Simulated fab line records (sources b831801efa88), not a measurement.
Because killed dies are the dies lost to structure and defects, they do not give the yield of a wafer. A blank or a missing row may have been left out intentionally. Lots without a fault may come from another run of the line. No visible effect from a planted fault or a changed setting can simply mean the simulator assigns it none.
Comparing a struck lot with a sound one | flow sky130 | 14 out of 708 route steps
Sound: wafers L767.4, L767.5, L767.6. The struck wafers were L756.1, L756.5, L756.6. Last of all comes the cause.
Order at every step that has rows: each side's tool, ch and its chambers, its first start. Under that, the readings that differ: sound wafers | struck wafers | difference of the means | sigmas: that difference in standard deviations of wafers without a fault.
alike: words and numbers the same on both sides, and readings whose means are apart by under 2 such deviations; not compared: readings that were withheld, readings missing a value for some wafer, numbers with overlapping values and no deviation given by the record, and bounds like >300 which may hide the same value.
The two part at a step that has a row with sigmas, a row that says differs or no value, or rows on one side only. Non-overlapping numbers with no deviation appear without sigmas and do not part them. A reading that every wafer of one side lacks parts them only if that side has two wafers or more.

first, 2 steps without rows for these wafers: SKY_RES_PROTECT_DEVELOP_06 (develop time 60 s); SKY_POLY_GATE_IMPLANT_02.
SKY_RES_PROTECT_STRIP_07: strips in O2/N2.
  sound on plasma asher-01 ch 0,1, day 21 12:14; struck on plasma asher-02 ch 0,1, day 17 06:46
  alike: drypump motor current A, oes product au, strip time to endpoint s
  not compared: rf hours counter h
SKY_RES_PROTECT_TW_MEAS_08:
  sound on film metro-01 at day 21 12:20; struck on film metro-01 at day 17 06:52
  alike: POLY_GATE_TW
then, 2 steps without rows for these wafers: SKY_RES_PROTECT_CLEAN_09 (cleans in SC1/SC2, time 150 s); SKY_POLY_GATE_CVD_03 (deposits Si3N4 from DCS/NH3, target thk 75 nm, time 1290 s).
SKY_POLY_GATE_THK_MEAS_04:
  sound on film metro-04 at day 22 09:08; struck on film metro-01 at day 17 12:42
  alike: POLY_GATE_CVD_03_THK
then, 5 steps without rows for these wafers: SKY_POLY_GATE_DEHYDRATE_05 (time 60 s); SKY_POLY_GATE_HMDS_06 (prime time 60 s); SKY_POLY_GATE_COAT_07 (resist thk 110 nm); SKY_POLY_GATE_COAT_08 (resist thk 450 nm); SKY_POLY_GATE_SOFTBAKE_09 (time 90 s).
SKY_POLY_GATE_EXPOSE_10: exposes mask P1M, target cd 150 nm.
  struck on krf scanner-01, day 18 03:06; sound on krf scanner-02 ch 0, day 22 23:11
  no value came back on the struck wafers for exposure dose mJ cm2, focus offset nm (nm), stage vel mm s (mm/s); on the sound wafers exposure dose mJ cm2 reads 27.953 27.934 27.978
  alike: mask
next, for these wafers, 1 step has no rows: SKY_POLY_GATE_PEB_11.

== WHERE THEY PART ==
SKY_POLY_GATE_EXPOSE_10 only, going by this record.

WHY: what the simulator had put in
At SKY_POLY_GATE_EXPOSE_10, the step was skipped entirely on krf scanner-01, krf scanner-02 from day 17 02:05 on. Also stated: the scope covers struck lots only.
